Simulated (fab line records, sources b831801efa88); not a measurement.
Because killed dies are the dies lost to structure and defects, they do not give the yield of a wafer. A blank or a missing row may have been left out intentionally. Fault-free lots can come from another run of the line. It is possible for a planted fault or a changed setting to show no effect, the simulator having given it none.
What tool caused it? + flow gf180mcu + 14 lots, 42 wafers sampled, at 2 steps of a route of 602

WHAT THE GAUGES READ, wafer by wafer
GF_V5_THK_MEAS_25: measures by xrf. Usual: V5_W_THK 353 nm, standard deviation 5.3.
| lot  | measured     | on            | V5_W_THK (nm) | flag |
|------|--------------|---------------|---------------|------|
| L486 | day 27 16:07 | film-metro-04 | 361 364 359   |      |
| L487 | day 27 19:05 | film-metro-04 | 348 345 351   |      |
| L488 | day 28 08:28 | film-metro-01 | 357 344 344   |      |
| L489 | day 28 11:25 | film-metro-03 | 348 360 347   |      |
| L490 | day 28 17:02 | film-metro-03 | 354 351 352   |      |
| L491 | day 29 08:14 | film-metro-04 | 353 350 358   |      |
| L493 | day 29 09:41 | film-metro-03 | 356 356 355   |      |
| L492 | day 29 11:56 | film-metro-04 | 363 360 352   |      |
| L494 | day 30 03:17 | film-metro-01 | 352 347 355   |      |
| L495 | day 30 04:20 | film-metro-01 | 355 357 345   |      |
| L503 | day 32 09:19 | film-metro-03 | 351 352 358   |      |
| L505 | day 32 14:19 | film-metro-03 | 354 346 355   |      |
| L508 | day 33 10:32 | film-metro-04 | 358 352 354   |      |
| L509 | day 33 21:16 | film-metro-03 | 351 351 350   |      |

EACH LOT AND THE TOOL THAT RAN IT (in order: tool; ch and the chambers of the sampled wafers; start)
| lot  | GF_CONTACT_CMP_04             |
|------|-------------------------------|
| L486 | cmp-02 ch 0,1,2, day 15 14:18 |
| L487 | cmp-01 ch 1,2, day 15 16:53   |
| L488 | cmp-01 ch 0,1,2, day 16 09:13 |
| L489 | cmp-02 ch 0,2, day 16 12:43   |
| L490 | cmp-02 ch 1,2, day 16 15:40   |
| L491 | cmp-01 ch 0,1,3, day 17 12:43 |
| L493 | cmp-01 ch 0,1,3, day 17 15:28 |
| L492 | cmp-01 ch 0,2,3, day 17 16:16 |
| L494 | cmp-01 ch 0,2,3, day 18 12:15 |
| L495 | cmp-02 ch 0,2, day 18 15:18   |
| L503 | cmp-01 ch 1,2,3, day 21 13:49 |
| L505 | cmp-02 ch 0,3, day 21 19:58   |
| L508 | cmp-02 ch 1,2,3, day 22 21:22 |
| L509 | cmp-01 ch 1,2, day 23 14:52   |
- GF_CONTACT_CMP_04: polishes SiO2.

WHAT THE TOOLS THEMSELVES READ (means of the sampled wafers that have a number; where no wafer has one, the mark that the record gives instead)
GF_CONTACT_CMP_04. Usual: motor-current-A 11.8 A, standard deviation 1.2; time-to-endpoint-s 109 s, standard deviation 5.5.
| lot  | tool   | motor-current-A (A) | time-to-endpoint-s (s) | flag |
|------|--------|---------------------|------------------------|------|
| L486 | cmp-02 | 11.7                | 109                    |      |
| L487 | cmp-01 | 11.4                | 106                    |      |
| L488 | cmp-01 | 11.3                | 109                    |      |
| L489 | cmp-02 | 10.5                | 109                    |      |
| L490 | cmp-02 | 12.1                | 108                    |      |
| L491 | cmp-01 | 12.6                | 112                    |      |
| L493 | cmp-01 | 12.7                | 115                    |      |
| L492 | cmp-01 | 11.8                | 105                    |      |
| L494 | cmp-01 | 11.9                | 114                    |      |
| L495 | cmp-02 | 10.4                | 115                    |      |
| L503 | cmp-01 | 12.1                | 113                    |      |
| L505 | cmp-02 | 11.5                | 107                    |      |
| L508 | cmp-02 | 12.2                | 107                    |      |
| L509 | cmp-01 | 11.6                | 111                    |      |

THE ANSWER, worked out from the rows above alone
Rule: take the mean of a lot's wafers that have a number; if it is more than 3 standard deviations from the usual mean, the lot is off. Also off: a lot with no number at a reading for which 4 or more lots have one. Any other lot the step has rows for is counted as sound. The gauges are gone through in route order, then the tools' own readings, and for those a lot's mean is taken as printed above. The first step at which some lot is off is used, and at that step the reading that is off furthest; a lot without a number counts as furthest.
Across all readings shown, no lot is off: no conclusion can be drawn from this.

WHAT THE SIMULATOR HAD PUT IN
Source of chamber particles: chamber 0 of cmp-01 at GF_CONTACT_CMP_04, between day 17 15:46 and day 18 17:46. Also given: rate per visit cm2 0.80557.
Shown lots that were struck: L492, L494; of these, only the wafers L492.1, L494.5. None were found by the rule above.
